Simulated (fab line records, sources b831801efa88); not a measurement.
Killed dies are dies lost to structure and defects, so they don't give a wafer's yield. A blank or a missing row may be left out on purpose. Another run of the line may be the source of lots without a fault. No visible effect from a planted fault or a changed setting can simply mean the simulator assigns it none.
A struck lot beside a sound one ; flow sfqLine ; 15 out of 325 route steps
Sound: wafers L986.1, L986.2, L986.4. Wafers struck: L993.3, L993.5, L993.6. The cause is named last.
Per side, at each step with rows, come the tool, then ch with its chambers, and then its first start. Under that, the readings that differ: sound wafers ; struck wafers ; difference of the means ; sigmas: that difference in standard deviations of wafers without a fault.
alike: readings whose means differ by less than 2 such deviations, and words and numbers that are the same on both sides. not compared: withheld readings, readings that some wafer has no value for, bounds like >300 that may hide the same value, and numbers for which the record gives no deviation and whose values overlap.
Wherever a step has rows on one side only, a row that says differs or no value, or a row with sigmas, the two part there. Numbers that have no deviation but don't overlap get no sigmas and don't part them. A reading that every wafer of one side lacks parts them only if that side has two wafers or more.

first, 1 step without rows for these wafers: SFQ_TRILAYER_M3_STRIP_SOLV_CLEAN_080 (cleans in NMP, time 600 s).
SFQ_TRILAYER_I3_DEP_PECVD_081: deposits SiO2 from SiH4/N2O, time 111.11 s, target thk 500 nm.
  sound on pecvd-02 ch 0,1, day 37 17:39; struck on pecvd-01 ch 0,1,2, day 40 22:49
  alike: heaterPowerW, throttleValvePct
SFQ_TRILAYER_I3_CMP_CMP_082: polishes SiO2.
  sound on cmp-01 ch 0,1,3, day 38 05:23; struck on cmp-01 ch 0,1, day 41 06:50
  alike: headPressurePsi, motorCurrentA, timeToEndpointS
SFQ_I3_BOW_MEAS_922:
  sound on filmMetro-04 at day 38 08:23; struck on filmMetro-01 at day 41 09:52
  alike: I3_BOW
SFQ_TRILAYER_I3_METRO_MEASURE_083:
  sound on filmMetro-04 at day 38 08:31; struck on filmMetro-01 at day 41 10:21
  alike: thkNm
then, 6 steps without rows for these wafers: SFQ_TRILAYER_I3_VIA_LITHO_COAT_090 (resist thk 62 nm); SFQ_TRILAYER_I3_VIA_LITHO_COAT_085 (resist thk 650 nm); SFQ_TRILAYER_I3_VIA_LITHO_SOFTBAKE_089; SFQ_TRILAYER_I3_VIA_LITHO_EXPOSE_086 (exposes mask I3, target cd 500 nm); SFQ_TRILAYER_I3_VIA_LITHO_PEB_088 (peb time 60 s); SFQ_TRILAYER_I3_VIA_LITHO_DEVELOP_087 (time 60 s).
-- the record jumps here: 5 days lie between the struck wafers' starts before and after --
SFQ_I3_OVL_MEAS_923:
  sound on overlay-01 at day 44 01:04; struck on overlay-01 at day 46 18:50
  alike: I3_OVL
SFQ_TRILAYER_I3_VIA_BARC_OPEN_VIA_ETCH_121: etches BARC in O2, target depth 125 nm, time 41.7 s.
  sound on rieDiel-01 ch 1,2,3, day 44 01:07; struck on rieDiel-01 ch 1,2,3, day 46 18:52
reading;sound;struck;difference;sigmas
oesProductAu (a.u.);0.688 0.691 0.680;0.819 0.813 0.826;+0.133;+26
runLengthS (s);71.0 70.0 69.1;59.5 60.3 61.2;-9.7;-18
timeS (s);41.7 41.7 41.7;29.19 29.19 29.19;-12.51;
model.KrF_of_TRILAYER_I3_VIA_LITHO_COAT_085.thkNm (nm);573.1 572.2 572.2;586.8 589.1 590.3;+16.2;
  alike: drypumpMotorCurrentA
  not compared: rfHoursCounterH
SFQ_TRILAYER_I3_VIA_ETCH_VIA_ETCH_088: etches SiO2 in CHF3, stops on Nb, target depth 260 nm.
  sound on rieDiel-01 ch 1,2,3, day 44 01:09; struck on rieDiel-01 ch 1,2,3, day 46 18:54
reading;sound;struck;difference;sigmas
model.KrF_of_TRILAYER_I3_VIA_LITHO_COAT_085.thkNm (nm);527.8 527.2 527.1;542 543.9 545.4;+16;
  alike: drypumpMotorCurrentA, oesProductAu
SFQ_TRILAYER_I3_VIA_STRIP_STRIP_089: strips in O2.
  sound on rieMetal-04 ch 0,1, day 44 01:16; struck on rieMetal-02 ch 0,1, day 46 19:13
reading;sound;struck;difference;sigmas
drypumpMotorCurrentA (A);5.2 5.8 5.2;6.2 6.4 6.2;+0.9;+2
  alike: oesProductAu
  not compared: rfHoursCounterH

WHERE THEY PART
Earliest at SFQ_TRILAYER_I3_VIA_BARC_OPEN_VIA_ETCH_121; latest, in this record, at SFQ_TRILAYER_I3_VIA_STRIP_STRIP_089.

WHY: what the simulator had put in
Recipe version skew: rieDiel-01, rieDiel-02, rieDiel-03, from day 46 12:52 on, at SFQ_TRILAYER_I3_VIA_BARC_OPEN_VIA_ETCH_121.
